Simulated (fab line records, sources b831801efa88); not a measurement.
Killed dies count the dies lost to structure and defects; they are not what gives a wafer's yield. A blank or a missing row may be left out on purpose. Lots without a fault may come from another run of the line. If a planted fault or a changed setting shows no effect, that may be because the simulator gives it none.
fab line records | flow sky130
record: lots: 7 wafers: 21 lastDay: 49
route steps=708 shown CAP2M@605 PAD_OPEN@708
lots that met no fault: from a run of the same line without faults
startH: start of the lot's first displayed wafer, in hours after the record's first day | waitH: hours since the lot's step before | " repeats the value in the row above | L1.1+2: one row covering several wafers at once | - no value, or no start given | * or withheld: withheld | < > ~ a bound
route shown NAME@n: names a module that has steps shown in the file, with the first one's number in the route | usual: mean/standard deviation taken from wafers without a fault | same: alike in all rows | chamber/n: place in a boat | sites: each site's reading | _std_site: the values' standard deviation | _edge_site: outer sites' mean less inner sites' | radiusMm: how far each site lies from the wafer's centre | mask NAME#n: copy n | behind: the most recent tool/chamber to have shaped the wafer | hold: cause of the lot's hold/its duration in hours/its outcome | device: transistor that didn't switch, given as n, p or np | end of line: tests of these same wafers at the route's end | a step with no rows: only its recipe | killed: not the wafer's yield, but the dies lost to structure and defects at the first sort | map: per-die view of a wafer (x killed, . not killed, _ where there is no die)
set.NAME: the setting as run; set.NAME@STEP: as run at that earlier step | model.NAME: the simulator's own value behind a step, which no gauge read
a table for each step, a row for each wafer; lots at some steps of the route
services: when a tool's chamber went out of use (startH, in hours from the record's first day, below 0 if earlier), for how many hours, and the reason
== steps ==
step: SKY_CAP2M_SPUTTER_02
recipe: material: TiN targetThkNm: 200 tempC: 300 powerW: 6500 timeS: 166.7 chamberPressurePa: 0.4
usual: substrateTempC: 300.01/0.21 throttleValvePct: 29.9/0.97
columns lot.wafer tool chamber startH waitH substrateTempC throttleValvePct
L824.2 pvdSputter-01 - 934.24 0.0 300.15 29.5
L824.4 " - " " 299.94 29.5
L824.6 " - " " 299.86 29.5
L825.1 pvdSputter-01 - 944.59 0.1 300.34 29.6
L825.3 " - " " 299.91 29.1
L825.6 " - " " 300.22 29.2
L829.1 pvdSputter-01 - 981.56 0.1 299.97 31.4
L829.3 " - " " 300.21 29.7
L829.6 " - " " 300.23 29.9
L830.1 pvdSputter-03 - 1000.95 0.1 300.07 32.0
L830.3 " - " " 299.80 29.7
L830.6 " - " " 299.98 29.4
L833.2 pvdSputter-04 - 1006.80 0.0 299.64 28.1
L833.5 " - " " 299.65 28.5
L833.6 " - " " 300.21 28.6
L835.1 pvdSputter-04 - 1028.85 0.1 299.96 28.4
L835.3 " - " " 300.07 30.3
L835.4 " - " " 299.86 30.1
L841.2 pvdSputter-03 - 1054.92 0.0 300.06 29.8
L841.3 " - " " 299.94 30.8
L841.4 " - " " 300.02 29.3
step: SKY_CAP2M_RS_MEAS_03
recipe: thkMeasGauge: four-point-probe reads: TiN_of_CAP2M_SPUTTER_02
usual: CAP2M_TIN_RS: 6.94/0.079
columns lot.wafer tool chamber startH waitH CAP2M_TIN_RS[ohm/sq]
L824.2 filmMetro-01 - 934.37 0.1 6.96
L824.4 " - " " 6.85
L824.6 " - " " 6.98
L825.1 filmMetro-02 - 944.70 0.1 7.05
L825.3 " - " " 6.92
L825.6 " - " " 6.98
L829.1 filmMetro-02 - 981.67 0.1 6.88
L829.3 " - " " 6.96
L829.6 " - " " 7.04
L830.1 filmMetro-02 - 1001.06 0.1 6.97
L830.3 " - " " 7.05
L830.6 " - " " 6.98
L833.2 filmMetro-01 - 1006.93 0.1 7.06
L833.5 " - " " 7.05
L833.6 " - " " 6.97
L835.1 filmMetro-04 - 1028.96 0.1 6.96
L835.3 " - " " 6.89
L835.4 " - " " 6.91
L841.2 filmMetro-02 - 1055.04 0.1 6.99
L841.3 " - " " 7.03
L841.4 " - " " 6.96
step: SKY_CAP2M_THK_MEAS_04
recipe: thkMeasGauge: xrf reads: TiN_of_CAP2M_SPUTTER_02
usual: CAP2M_TIN_THK: 201.1/2.4
columns lot.wafer tool chamber startH waitH CAP2M_TIN_THK[nm]
L824.2 filmMetro-01 - 934.48 0.1 199.4
L824.4 " - " " 202.8
L824.6 " - " " 198.8
L825.1 filmMetro-02 - 944.82 0.1 197.1
L825.3 " - " " 200.5
L825.6 " - " " 199.7
L829.1 filmMetro-02 - 981.79 0.1 203.4
L829.3 " - " " 201.5
L829.6 " - " " 198.5
L830.1 filmMetro-02 - 1001.18 0.1 201.1
L830.3 " - " " 197.7
L830.6 " - " " 199.9
L833.2 filmMetro-01 - 1007.04 0.1 197.2
L833.5 " - " " 196.0
L833.6 " - " " 199.1
L835.1 filmMetro-04 - 1029.08 0.1 200.4
L835.3 " - " " 202.0
L835.4 " - " " 202.2
L841.2 filmMetro-02 - 1055.15 0.1 199.2
L841.3 " - " " 198.0
L841.4 " - " " 200.8
step: SKY_CAP2M_DEHYDRATE_05
recipe: tempC: 200 timeS: 60
step: SKY_CAP2M_HMDS_06
recipe: primeTimeS: 60 primeTempC: 120
step: SKY_CAP2M_COAT_07
recipe: resist: NOVOLAK spinRpm: 3000 resistThkNm: 1140
step: SKY_CAP2M_SOFTBAKE_08
recipe: tempC: 90 timeS: 60 resist: NOVOLAK
step: SKY_CAP2M_EXPOSE_09
recipe: maskId: CAP2M na: 0.6 sourceShape: conventional sigmaOuter: 0.6 polarization: unpolarized targetCdNm: 1000 doseMj: 159
step: SKY_CAP2M_PEB_10
recipe: tempC: withheld timeS: * resist: NOVOLAK
step: SKY_CAP2M_DEVELOP_11
recipe: resist: NOVOLAK developer: TMAH developTimeS: 60 devTempC: 23
step: SKY_CAP2M_OVL_MEAS_12
usual: CAP2M_OVL: -0.6/1.5
columns lot.wafer tool chamber startH waitH CAP2M_OVL[nm]
L824.2 overlay-01 - 957.99 0.1 -2.4
L824.4 " - " " -0.7
L824.6 " - " " -1.5
L825.1 overlay-01 - 968.20 0.1 0.3
L825.3 " - " " -0.7
L825.6 " - " " -0.2
L829.1 overlay-02 - 1004.64 0.1 -0.5
L829.3 " - " " -2.4
L829.6 " - " " -1.7
L830.1 overlay-01 - 1023.89 0.1 -0.2
L830.3 " - " " 0.9
L830.6 " - " " -0.1
L833.2 overlay-02 - 1029.49 0.1 -2.3
L833.5 " - " " -1.0
L833.6 " - " " -0.7
L835.1 overlay-01 - 1050.79 0.1 0.0
L835.3 " - " " 0.7
L835.4 " - " " -0.6
L841.2 overlay-01 - 1075.77 0.1 1.2
L841.3 " - " " -0.5
L841.4 " - " " 0.5
step: SKY_CAP2M_METAL_ETCH_13
recipe: targetDepthNm: 220 stopOn: SiO2 chemistry: Cl2/BCl3 target: TiN pressureMtorr: 10 icpW: 900 biasW: 48.5 Cl2_flow_sccm: 60 bcl3FlowSccm: 30 timeS: 62.9
usual: drypumpMotorCurrentA: 5.9/0.39 oesProductAu: 0.939/0.0073 rfFwdPowerW: 892/4 throttleValvePct: 21.903/0.01
columns lot.wafer tool chamber startH waitH drypumpMotorCurrentA oesProductAu rfFwdPowerW rfHoursCounterH throttleValvePct
L824.2 rieMetal-03 0 958.02 0.0 6.1 0.935 890 12 21.896
L824.4 " 0 " " 6.1 0.936 893 - 21.924
L824.6 " 1 " " 5.6 0.927 888 - 21.906
L825.1 rieMetal-04 1 968.24 0.0 6.2 0.925 897 16 21.898
L825.3 " 1 " " 6.1 0.943 898 - 21.915
L825.6 " 1 " " 6.1 0.932 895 - 21.914
L829.1 rieMetal-02 0 1004.67 0.0 6.4 0.938 897 15 21.901
L829.3 " 0 " " 6.4 0.928 900 - 21.904
L829.6 " 0 " " 6.4 0.926 899 - 21.917
L830.1 rieMetal-03 1 1023.92 0.0 5.7 0.940 892 11 21.904
L830.3 " 1 " " 5.6 0.928 892 - 21.906
L830.6 " 1 " " 5.7 0.932 895 - 21.897
L833.2 rieMetal-04 0 1029.52 0.0 6.1 0.934 887 6 21.905
L833.5 " 0 " " 6.1 0.933 883 - 21.896
L833.6 " 1 " " 6.1 0.939 893 - 21.899
L835.1 rieMetal-02 0 1050.82 0.0 6.4 0.930 895 18 21.893
L835.3 " 0 " " 6.4 0.946 894 - 21.913
L835.4 " 1 " " 5.2 0.942 894 - 21.887
L841.2 rieMetal-04 1 1075.80 0.0 6.1 0.942 895 23 21.907
L841.3 " 1 " " 6.1 0.941 892 - 21.911
L841.4 " 0 " " 6.1 0.936 887 - 21.903
step: SKY_CAP2M_STRIP_14
recipe: chemistry: O2/N2 powerW: 1400 pressureMtorr: 1500 platenTempC: withheld o2FlowSccm: 3000 n2FlowSccm: 300 overashFraction: 0.5
usual: chamberPressureMTorr: 1500.1/1.4 drypumpMotorCurrentA: 5.3/0.39 oesProductAu: 0.710/0.0048 stripTimeToEndpointS: 12.67/0.041
columns lot.wafer tool chamber startH waitH chamberPressureMTorr drypumpMotorCurrentA oesProductAu rfHoursCounterH stripTimeToEndpointS model.NOVOLAK_of_CAP2M_COAT_07.thkNm
L824.2 plasmaAsher-04 0 958.09 0.1 1499.3 5.0 0.704 112 12.67 0
L824.4 " 1 " " 1498.5 5.9 0.708 - 12.63 0
L824.6 " 1 " " 1498.1 5.9 0.712 - 12.67 0
L825.1 plasmaAsher-02 0 968.32 0.1 1499.6 5.0 0.705 22 12.66 0
L825.3 " 1 " " 1499.1 5.0 0.706 - 12.66 0
L825.6 " 0 " " 1499.5 5.0 0.710 - 12.63 0
L829.1 plasmaAsher-01 1 1004.75 0.1 - - - - - 995.8
L829.3 " 0 " " - - - - - 1000
L829.6 " 0 " " - - - - - 996.7
L830.1 plasmaAsher-04 1 1024.00 0.1 - - - - - 998.5
L830.3 " 1 " " - - - - - 999.4
L830.6 " 0 " " - - - - - 997.4
L833.2 plasmaAsher-01 1 1029.59 0.1 - - - - - 992.6
L833.5 " 0 " " - - - - - 996.7
L833.6 " 1 " " - - - - - 992.2
L835.1 plasmaAsher-04 1 1050.90 0.1 1501.2 5.8 0.710 119 12.66 0
L835.3 " 0 " " 1498.5 5.0 0.716 - 12.68 0
L835.4 " 1 " " 1497.8 5.9 0.712 - 12.62 0
L841.2 plasmaAsher-02 1 1075.88 0.1 1500.4 4.9 0.716 33 12.76 0
L841.3 " 1 " " 1501.2 4.9 0.714 - 12.69 0
L841.4 " 0 " " 1501.1 5.0 0.716 - 12.66 0
step: SKY_CAP2M_STRIP_15
recipe: chemistry: postEtchResidueRemover timeS: 1200 tempC: 72.5
step: SKY_PAD_OPEN_PROBE_99
usual: defectLimitedYield: 82.5/1.8 killed_at_M0_to_M3: 43/6.5 killed_at_M4_up: 3.1/1.8 killedAtContacts: 24/4.8 killedAtFrontEnd: 15/4.7 killedAtOther: 0.3/0.58 killedDies: 86/8.6 killedOnRim: 17/4.1 killedOpen: 47/6.7 killedShort: 39/6.1 sort_bin_3_pad_short: 0.8/0.38 sort_bin_5_function: 10.4/1.3 sort_bin_6_memory: 6.2/1.1 sortNPass: 406/8.6 sortYieldPct: 82.5/1.8
same: grossDies: 492 killedAtBackSide: 0 sort_bin_4_leakage[%]: 0 sort_bin_8_speed[%]: 0
columns lot.wafer tool chamber startH waitH hold defectLimitedYield[%] killed_at_M0_to_M3 killed_at_M4_up killedAtContacts killedAtFrontEnd killedAtOther killedDies killedOnRim killedOpen killedShort sort_bin_3_pad_short[%] sort_bin_5_function[%] sort_bin_6_memory[%] sortNPass sortYieldPct[%]
L824.2 prober-01 - 1078.45 0.1 - 82.1 40 1 23 23 1 88 20 47 41 1.2 9.8 6.9 404 82.1
L824.4 prober-01 - 1078.55 0.2 - 81.1 50 2 25 15 1 93 13 48 45 0.6 12.0 6.3 399 81.1
L824.6 prober-01 - 1078.65 0.2 - 82.1 43 2 27 16 0 88 15 50 38 0.4 10.4 7.1 404 82.1
L825.1 prober-02 - 1085.89 0.1 - 81.9 51 4 23 11 0 89 25 54 35 1.2 12.0 4.9 403 81.9
L825.3 prober-02 - 1085.99 0.2 - 81.9 49 2 19 19 0 89 19 51 38 0.6 11.0 6.5 403 81.9
L825.6 prober-02 - 1086.14 0.2 - 80.5 41 3 27 25 0 96 18 50 46 1.0 11.2 7.3 396 80.5
L829.1 prober-02 - 1117.04 0.1 awaitDispo/6.6h/scrap 0.4 4 0 5 6 475 490 96 8 7 25.4 70.9 3.3 2 0.4
L829.3 prober-02 - 1117.14 0.2 awaitDispo/6.6h/scrap 0.6 10 0 2 4 473 489 96 9 7 22.6 73.4 3.5 3 0.6
L829.6 prober-02 - 1117.29 0.2 awaitDispo/6.6h/scrap 0.4 10 1 3 4 472 490 96 7 11 24.0 72.4 3.3 2 0.4
L830.1 prober-02 - 1134.96 0.1 awaitDispo/1.2h/scrap 0.6 12 0 4 3 470 489 94 10 9 25.6 72.0 1.8 3 0.6
L830.3 prober-02 - 1135.06 0.2 awaitDispo/1.2h/scrap 0.4 9 1 5 2 473 490 96 9 8 23.0 71.7 4.9 2 0.4
L830.6 prober-02 - 1135.21 0.2 awaitDispo/1.2h/scrap 0 4 2 4 2 480 492 96 5 7 22.2 75.2 2.6 0 0
L833.2 prober-01 - 1137.48 0.1 awaitDispo/2.7h/scrap 0.4 15 0 3 10 462 490 95 16 13 26.0 70.9 2.6 2 0.4
L833.5 prober-01 - 1137.63 0.2 awaitDispo/2.7h/scrap 1.0 6 0 3 1 477 487 94 8 2 22.6 74.2 2.2 5 1.0
L833.6 prober-01 - 1137.68 0.2 awaitDispo/2.7h/scrap 0.4 8 0 2 3 477 490 95 9 4 27.2 69.7 2.6 2 0.4
L835.1 prober-02 - 1157.07 0.1 - 84.3 31 2 22 22 0 77 9 41 36 1.0 8.5 6.1 415 84.3
L835.3 prober-02 - 1157.17 0.2 - 78.5 46 2 36 20 2 106 22 64 42 0 12.0 9.6 386 78.5
L835.4 prober-02 - 1157.22 0.2 - 80.3 43 5 29 20 0 97 18 45 52 0.8 12.6 6.3 395 80.3
L841.2 prober-01 - 1177.94 0.1 - 80.3 49 5 24 18 1 97 12 49 48 1.6 11.8 6.3 395 80.3
L841.3 prober-01 - 1177.99 0.2 - 81.3 51 4 25 12 0 92 16 50 42 1.0 11.0 6.7 400 81.3
L841.4 prober-01 - 1178.04 0.2 - 84.1 33 3 25 17 0 78 14 42 36 0.2 9.6 6.1 414 84.1
killed by level:class
L824.2 CONTACT:geometricParticle:open=10 FIELD_ISO:geometricParticle:open=8 VIA1:geometricParticle:open=7 POLY_GATE:geometricParticle:short=6 METAL1:geometricParticle:short=6 VIA3:geometricParticle:open=6 FIELD_ISO:geometricParticle:short=5 LI_CONTACT:geometricParticle:open=5
L824.4 VIA1:geometricParticle:open=14 LI_CONTACT:geometricParticle:open=10 CONTACT:geometricParticle:open=9 VIA1:geometricParticle:short=8 POLY_GATE:geometricParticle:short=6 METAL1:geometricParticle:short=6 VIA2:geometricParticle:open=6 FIELD_ISO:geometricParticle:short=5
L824.6 CONTACT:geometricParticle:open=11 VIA1:geometricParticle:open=11 VIA2:geometricParticle:open=7 CONTACT:geometricParticle:short=6 VIA3:geometricParticle:open=6 POLY_GATE:geometricParticle:open=5 LI_CONTACT:geometricParticle:short=4 LOCAL_INTERCONNECT:geometricParticle:short=4
L825.1 VIA1:geometricParticle:open=17 CONTACT:geometricParticle:open=10 VIA3:geometricParticle:open=7 VIA2:geometricParticle:open=5 LI_CONTACT:geometricParticle:open=5 METAL1:geometricParticle:short=5 FIELD_ISO:geometricParticle:short=4 METAL2:geometricParticle:short=4
L825.3 VIA1:geometricParticle:open=13 LI_CONTACT:geometricParticle:open=10 VIA2:geometricParticle:open=7 VIA3:geometricParticle:open=6 FIELD_ISO:geometricParticle:short=5 POLY_GATE:geometricParticle:short=5 METAL1:geometricParticle:short=5 VIA1:geometricParticle:short=5
L825.6 POLY_GATE:geometricParticle:short=12 LI_CONTACT:geometricParticle:open=9 CONTACT:geometricParticle:open=9 VIA1:geometricParticle:open=9 VIA1:geometricParticle:short=7 METAL1:geometricParticle:short=6 POLY_GATE:geometricParticle:open=5 CONTACT:geometricParticle:short=5
L829.1 CAP2M:plasmaStripResidue=475 FIELD_ISO:geometricParticle:short=3 FIELD_ISO:geometricParticle:open=2 LI_CONTACT:geometricParticle:open=2 CONTACT:geometricParticle:short=2 VIA1:geometricParticle:open=2 METAL2:geometricParticle:short=1 SPACER:geometricParticle:open=1
L829.3 CAP2M:plasmaStripResidue=473 METAL1:geometricParticle:short=4 VIA2:geometricParticle:open=3 FIELD_ISO:geometricParticle:open=2 VIA3:geometricParticle:open=2 POLY_GATE:geometricParticle:short=1 FIELD_ISO:geometricParticle:short=1 LI_CONTACT:geometricParticle:open=1
L829.6 CAP2M:plasmaStripResidue=472 METAL2:geometricParticle:short=4 VIA1:geometricParticle:open=3 POLY_GATE:geometricParticle:short=2 CONTACT:geometricParticle:short=2 VIA2:geometricParticle:open=2 METAL3:geometricParticle:short=1 SPACER:geometricParticle:open=1
L830.1 CAP2M:plasmaStripResidue=470 FIELD_ISO:geometricParticle:open=3 METAL2:geometricParticle:short=3 VIA3:geometricParticle:open=2 VIA2:geometricParticle:open=2 METAL3:geometricParticle:short=2 LI_CONTACT:geometricParticle:open=1 LOCAL_INTERCONNECT:geometricParticle:short=1
L830.3 CAP2M:plasmaStripResidue=473 VIA3:geometricParticle:open=4 CONTACT:geometricParticle:short=3 FIELD_ISO:geometricParticle:open=1 POLY_CUT:geometricParticle:short=1 LI_CONTACT:geometricParticle:open=1 CONTACT:geometricParticle:open=1 METAL1:geometricParticle:short=1
L830.6 CAP2M:plasmaStripResidue=480 CONTACT:geometricParticle:open=2 METAL4:geometricParticle:short=2 FIELD_ISO:geometricParticle:open=1 SPACER:geometricParticle:short=1 LI_CONTACT:geometricParticle:short=1 LI_CONTACT:geometricParticle:open=1 VIA2:geometricParticle:open=1
L833.2 CAP2M:plasmaStripResidue=461 VIA1:geometricParticle:open=4 FIELD_ISO:geometricParticle:open=2 POLY_GATE:geometricParticle:short=2 POLY_GATE:geometricParticle:open=2 CONTACT:geometricParticle:short=2 METAL3:geometricParticle:short=2 VIA3:geometricParticle:open=2
L833.5 CAP2M:plasmaStripResidue=477 CONTACT:geometricParticle:open=3 VIA1:geometricParticle:short=2 VIA1:geometricParticle:open=2 FIELD_ISO:geometricParticle:open=1 METAL2:geometricParticle:open=1 VIA2:geometricParticle:open=1
L833.6 CAP2M:plasmaStripResidue=477 CONTACT:geometricParticle:open=2 METAL1:geometricParticle:short=2 VIA2:geometricParticle:open=2 FIELD_ISO:geometricParticle:open=1 POLY_GATE:geometricParticle:open=1 POLY_CUT:geometricParticle:open=1 VIA1:geometricParticle:open=1
L835.1 LI_CONTACT:geometricParticle:open=11 POLY_GATE:geometricParticle:short=9 METAL1:geometricParticle:short=7 VIA2:geometricParticle:open=7 CONTACT:geometricParticle:open=7 FIELD_ISO:geometricParticle:short=6 VIA1:geometricParticle:open=6 FIELD_ISO:geometricParticle:open=3
L835.3 VIA1:geometricParticle:open=18 LI_CONTACT:geometricParticle:open=11 CONTACT:geometricParticle:open=10 VIA2:geometricParticle:open=7 POLY_GATE:geometricParticle:open=5 METAL2:geometricParticle:short=5 CONTACT:geometricParticle:short=5 METAL1:geometricParticle:short=5
L835.4 CONTACT:geometricParticle:open=9 METAL1:geometricParticle:short=8 LOCAL_INTERCONNECT:geometricParticle:short=6 VIA1:geometricParticle:open=6 METAL2:geometricParticle:short=6 POLY_GATE:geometricParticle:short=5 VIA2:geometricParticle:short=5 VIA2:geometricParticle:open=5
L841.2 VIA1:geometricParticle:open=10 CONTACT:geometricParticle:open=9 METAL1:geometricParticle:short=8 LI_CONTACT:geometricParticle:open=7 VIA3:geometricParticle:open=7 VIA3:geometricParticle:short=5 VIA2:geometricParticle:open=5 FIELD_ISO:geometricParticle:short=4
L841.3 VIA1:geometricParticle:open=12 METAL1:geometricParticle:short=11 LI_CONTACT:geometricParticle:open=9 CONTACT:geometricParticle:open=6 LOCAL_INTERCONNECT:geometricParticle:short=5 VIA2:geometricParticle:open=5 METAL3:geometricParticle:short=5 VIA3:geometricParticle:open=4
L841.4 CONTACT:geometricParticle:open=11 VIA1:geometricParticle:open=6 VIA2:geometricParticle:open=6 FIELD_ISO:geometricParticle:short=5 LI_CONTACT:geometricParticle:open=5 CONTACT:geometricParticle:short=5 POLY_GATE:geometricParticle:short=4 METAL1:geometricParticle:short=4
map L829.1 (x killed, . not)
__________xxxxxxxxxx_________
________xxxxxxxxxxxxxx_______
______xxxxxxxxxxxxxxxxxx_____
_____xxxxxxxxxxxxxxxxxxxx____
____xxxxxxxxxxxxxxxxxxxxxx___
___xxxxxxxxxxxxxxxxxxxxxxxx__
__xxxxxxxxxxxxxxxxxxxxxxxxxx_
_xxxxxxxxxxxxxxxxxxxxxxxxxxxx
_xxxxxxxxxxxxxxxxxxxxxxxxxxxx
_xxxxxxxxxxxxxxxxxxxxxxxxxxxx
_xxxxxxxxxxxxxxxxxxxxxxxxxxxx
_xxxxxxxxxxxxxx.xxxxxxxxxxxxx
_xxxxxxxxxxxxxxxxxxxxxxxxxxxx
_xxxxxxxxxxxxxxxxxxxxxxxxxxxx
_xxxxxxxxxxxxxxxxxxxxxxxxxxxx
__xxxxxxxxxxxxxxxxxxxxxxxxxx_
___xxxxxxxxxxxxxxxxxxxxxxxx__
____xxxxxxxx.xxxxxxxxxxxxx___
_____xxxxxxxxxxxxxxxxxxxx____
______xxxxxxxxxxxxxxxxxx_____
________xxxxxxxxxxxxxx_______
__________xxxxxxxxxx_________
map L830.6 (x killed, . not)
__________xxxxxxxxxx_________
________xxxxxxxxxxxxxx_______
______xxxxxxxxxxxxxxxxxx_____
_____xxxxxxxxxxxxxxxxxxxx____
____xxxxxxxxxxxxxxxxxxxxxx___
___xxxxxxxxxxxxxxxxxxxxxxxx__
__xxxxxxxxxxxxxxxxxxxxxxxxxx_
_xxxxxxxxxxxxxxxxxxxxxxxxxxxx
_xxxxxxxxxxxxxxxxxxxxxxxxxxxx
_xxxxxxxxxxxxxxxxxxxxxxxxxxxx
_xxxxxxxxxxxxxxxxxxxxxxxxxxxx
_xxxxxxxxxxxxxxxxxxxxxxxxxxxx
_xxxxxxxxxxxxxxxxxxxxxxxxxxxx
_xxxxxxxxxxxxxxxxxxxxxxxxxxxx
_xxxxxxxxxxxxxxxxxxxxxxxxxxxx
__xxxxxxxxxxxxxxxxxxxxxxxxxx_
___xxxxxxxxxxxxxxxxxxxxxxxx__
____xxxxxxxxxxxxxxxxxxxxxx___
_____xxxxxxxxxxxxxxxxxxxx____
______xxxxxxxxxxxxxxxxxx_____
________xxxxxxxxxxxxxx_______
__________xxxxxxxxxx_________
== services ==
columns tool chamber startH hours kind
plasmaAsher-01 - 928.51 3.1 repair
pvdSputter-01 1 939.06 - consumableReplace:kit
pvdSputter-01 1 939.06 18.0 scheduledDown
pvdSputter-01 1 939.06 18.0 ventCycle
pvdSputter-03 3 966.60 - consumableReplace:kit
pvdSputter-03 3 966.60 18.0 scheduledDown
pvdSputter-03 - 975.62 0.7 repair
plasmaAsher-01 - 982.43 0.4 repair
rieMetal-04 - 988.89 2.8 pm
plasmaAsher-01 - 999.09 3.7 repair
plasmaAsher-04 - 1002.51 14.0 repair
plasmaAsher-02 - 1008.19 2.8 pm
pvdSputter-04 - 1010.58 3.0 repair
plasmaAsher-01 - 1018.19 0.9 repair
rieMetal-02 - 1052.29 4.3 pm
plasmaAsher-04 - 1055.25 9.0 pm
plasmaAsher-04 0 1055.25 9.0 ventCycle
plasmaAsher-04 1 1055.25 9.0 ventCycle
plasmaAsher-02 - 1063.33 0.8 repair
plasmaAsher-04 0 1064.25 - clean
plasmaAsher-04 1 1064.25 - clean
rieMetal-03 - 1069.41 0.6 repair
plasmaAsher-04 - 1070.68 2.0 repair
rieMetal-02 0 1072.14 4.6 repair
== key ==
firstSign: step: SKY_CAP2M_STRIP_14 reading: toolRecord direction: missing
effect: step: SKY_PAD_OPEN_PROBE_99 reading: killedAtOther direction: up sigmas: 99+ usual: 0.3 struck: 473.2
modelEffect: step: SKY_CAP2M_STRIP_14 value: NOVOLAK_of_CAP2M_COAT_07.thkNm without: 0 struck: 996.6
metAt SKY_CAP2M_STRIP_14
struckWafers L829.1,L829.3,L829.6,L830.1,L830.3,L830.6,L833.2,L833.5,L833.6
laterRowsLeftOut L829.1,L829.3,L829.6,L830.1,L830.3,L830.6,L833.2,L833.5,L833.6
onsetBetween 958.09 1004.75
fault: kind: skippedStepWhole tool: plasmaAsher-01,plasmaAsher-04 chamber: - onsetH: 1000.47 steps: SKY_CAP2M_STRIP_14 scope: struckLotsOnly
laterRowsLeftOut: the simulator's readings of these wafers behind a module that went badly wrong aren't trusted and aren't shown, but for the sort
